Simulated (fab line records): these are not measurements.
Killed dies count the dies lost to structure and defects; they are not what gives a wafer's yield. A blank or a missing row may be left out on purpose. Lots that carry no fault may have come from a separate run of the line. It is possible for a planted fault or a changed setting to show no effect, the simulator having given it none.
Problem report, 8D (eight disciplines) form, completed by code :: flow sfq_line :: the parts of the form that need people (team, actions taken, sign-off) are left out

1. WHAT IS WRONG
Wafers without a fault read 594.5 W, standard deviation 2.7; rf_fwd_power_W at SFQ_TRILAYER_M7_BARC_OPEN_METAL_ETCH_229 reads a mean of 693.4 W on 3 wafers belonging to 2 lots. Relative to the usual mean, that is a shift of +37 standard deviations.
The step: etches BARC in O2, target depth 125 nm, time 41.7 s.
Seen first at day 82 06:48 on rie_metal-03, wafer L455.2. Wafers with a number at this step in the record: 42, from 14 lots. The rule behind "out" and "out of limits": a value lying over 4 standard deviations away from the usual mean. The rest of the wafers with a number are treated as sound.

2. WHAT IT IS, WHAT IT ISN'T
question: which readings at this step
is: rf_fwd_power_W
is not: drypump_motor_current_A, oes_product_au

question: which lots
is: L455, L456
is not: L444, L445, L447, L448, L449, L454, L458, L459, L460, L462, L463, L464

question: which wafers of those lots
is: L455.2, L456.1, L456.4
is not: L455.1, L455.5, L456.3

question: read on which tools
is: rie_metal-03
is not: rie_metal-01, rie_metal-04

question: when
is: from day 82 06:48
is not: up to then (20 sound wafers); but 19 sound wafers of L456, L458, L459, L460, L462, L463, L464 came after

3. THE SUSPECTS, EACH WITH WHAT RULES IT OUT
Counting: if a tool at a process step up to the reading ran every lot that is out, it stays a suspect. Sound lots after the first of them don't rule it out here, since some wafers of a struck lot are sound.
- rie_metal-01 at SFQ_TRILAYER_I5_STRIP_STRIP_148 (strips in O2): kept. It ran every lot that is out, first L455 (day 74 10:52); its last sound lot up to then is L454 (day 74 06:04).
- rie_metal-03 at SFQ_TRILAYER_M7_BARC_OPEN_METAL_ETCH_229 (etches BARC in O2, target depth 125 nm, time 41.7 s): kept. It ran every lot that is out, first L455 (day 82 06:48); its last sound lot up to then is L454 (day 82 02:05). Out on those wafers are its own readings of rf_fwd_power_W.
- At SFQ_TRILAYER_M7_BARC_OPEN_METAL_ETCH_229 on rie_metal-03, chamber 1 took the sound wafers of the same lots and chamber 0 took the wafers that are out.
After counting, rie_metal-01 at SFQ_TRILAYER_I5_STRIP_STRIP_148 and rie_metal-03 at SFQ_TRILAYER_M7_BARC_OPEN_METAL_ETCH_229 remain.

4. THE CAUSE (what the simulator had put in)
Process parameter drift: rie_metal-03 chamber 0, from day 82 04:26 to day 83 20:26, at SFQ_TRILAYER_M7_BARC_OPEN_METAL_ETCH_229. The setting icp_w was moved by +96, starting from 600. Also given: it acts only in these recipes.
Counting left 2 suspects, and this tool is among them.

5. THE EFFECT CHAIN, in route order
One row per reading whose mean, taken over the struck wafers that have a number, lies over 3 standard deviations from the usual. Readings are gone through only where the record gives a usual standard deviation; hours: the median, over the lots, of the time from a lot's start at the first step in this table giving one to that lot's start at this step; sigmas: the change measured in usual standard deviations.
hours: 0
step: SFQ_TRILAYER_M7_BARC_OPEN_METAL_ETCH_229
reading: rf_fwd_power_W
usual: 594.5 W
on struck wafers: 693.4
change: +98.9
sigmas: +37
It contains these process steps:
- SFQ_TRILAYER_M7_BARC_OPEN_METAL_ETCH_229: etches BARC in O2, target depth 125 nm, time 41.7 s.

6. WHAT WOULD HAVE CAUGHT IT SOONER
In this record the first reading out of limits was taken at day 82 06:48, 2 hours after the fault began at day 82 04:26.
